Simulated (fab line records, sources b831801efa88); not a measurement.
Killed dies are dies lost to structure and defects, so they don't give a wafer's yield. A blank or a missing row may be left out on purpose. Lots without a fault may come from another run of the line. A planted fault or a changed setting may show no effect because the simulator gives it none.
One fault seen from 2 desks | flow sky130 | each desk has only its own numbers; what lay behind them comes last

THE TOOL OWNER'S DESK: implanter-02
The tool's own readings at SKY_VT_ADJUST_NCORE_IMPLANT_09: means of the sampled wafers that have a number, for each lot that ran on this tool. A lot is out of limits, marked OUT, if its mean lies more than 4 standard deviations from the usual mean; the brackets give that distance.
Columns: A = beam_on_s at SKY_VT_ADJUST_NCORE_IMPLANT_09, usual 10.00 s; B = faraday_current_uA at SKY_VT_ADJUST_NCORE_IMPLANT_09, usual 13.54
lot  | first seen here | A               | B
L384 | day 8 04:26     | 10.08           | 13.43
L386 | day 9 02:57     | 9.96            | 13.60
L387 | day 9 07:46     | 9.94            | 13.63
L390 | day 10 15:08    | 10.00           | 13.54
L393 | day 11 07:29    | 9.90            | 13.70
L396 | day 12 02:47    | 9.98            | 13.60
L402 | day 13 16:35    | 12.39 (+13) OUT | 10.92 (-10) OUT
L405 | day 15 11:14    | 12.66 (+15) OUT | 10.73 (-11) OUT
This desk's finding: out of limits on L402, L405; first on L402, day 13 16:35 (beam_on_s at SKY_VT_ADJUST_NCORE_IMPLANT_09). In limits: L384, L386, L387, L390, L393, L396.

THE METROLOGY DESK
What the gauges read, lot by lot, whatever tool the lot ran on: means of the sampled wafers that have a number. A lot is out of limits, marked OUT, if its mean lies more than 4 standard deviations from the usual mean; the brackets give that distance.
Columns: A = PWDE_RS at SKY_NWELL_RS_MEAS_31, usual 5274 ohm/sq; B = VT_ADJUST_LVTN_01_OVL at SKY_VT_ADJUST_LVTN_OVL_MEAS_18, usual -0.8 nm; C = VT_ADJUST_NCORE_TW at SKY_VT_ADJUST_NCORE_TW_MEAS_11, usual 219.4
lot  | first seen here | A    | B    | C
L384 | day 5 01:57     | 5256 | -0.6 | 218.8
L386 | day 5 20:19     | 5299 | -1.3 | 220.3
L387 | day 6 00:53     | 5286 | -2.8 | 219.2
L388 | day 6 07:59     | 5270 | -1.3 | 219.0
L390 | day 7 04:49     | 5253 | 0.9  | 218.9
L391 | day 7 04:52     | 5292 | 0.8  | 221.4
L392 | day 7 09:57     | 5265 | -0.9 | 220.8
L393 | day 7 17:08     | 5282 | -3.9 | 218.8
L395 | day 8 00:58     | 5266 | -3.7 | 220.1
L394 | day 8 02:28     | 5291 | -1.1 | 219.8
L396 | day 8 08:36     | 5271 | -2.6 | 220.2
L402 | day 9 15:52     | 5266 | 0.6  | 235.1 (+12) OUT
L405 | day 11 05:32    | 5268 | 0.3  | 232.5 (+10) OUT
This desk's finding: out of limits on L402, L405; first on L402, day 13 16:50 (VT_ADJUST_NCORE_TW at SKY_VT_ADJUST_NCORE_TW_MEAS_11). In limits: L384, L386, L387, L388, L390, L391, L392, L393, L395, L394, L396.

PUT TOGETHER
The tool owner's desk could have raised an alarm at day 13 16:35, on L402, L405.
The metrology desk could have raised an alarm at day 13 16:50, on L402, L405.
Of the lots named, all ran SKY_VT_ADJUST_NCORE_IMPLANT_09 on implanter-02.

WHAT THE SIMULATOR HAD PUT IN
Process parameter drift: implanter-02, from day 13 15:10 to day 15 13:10, at SKY_VT_ADJUST_NCORE_IMPLANT_09. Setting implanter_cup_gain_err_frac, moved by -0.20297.
Lots struck among those shown: L402, L405.
Hours from the fault's start to each desk's first reading out of limits: the tool owner's desk, 1; the metrology desk, 2.
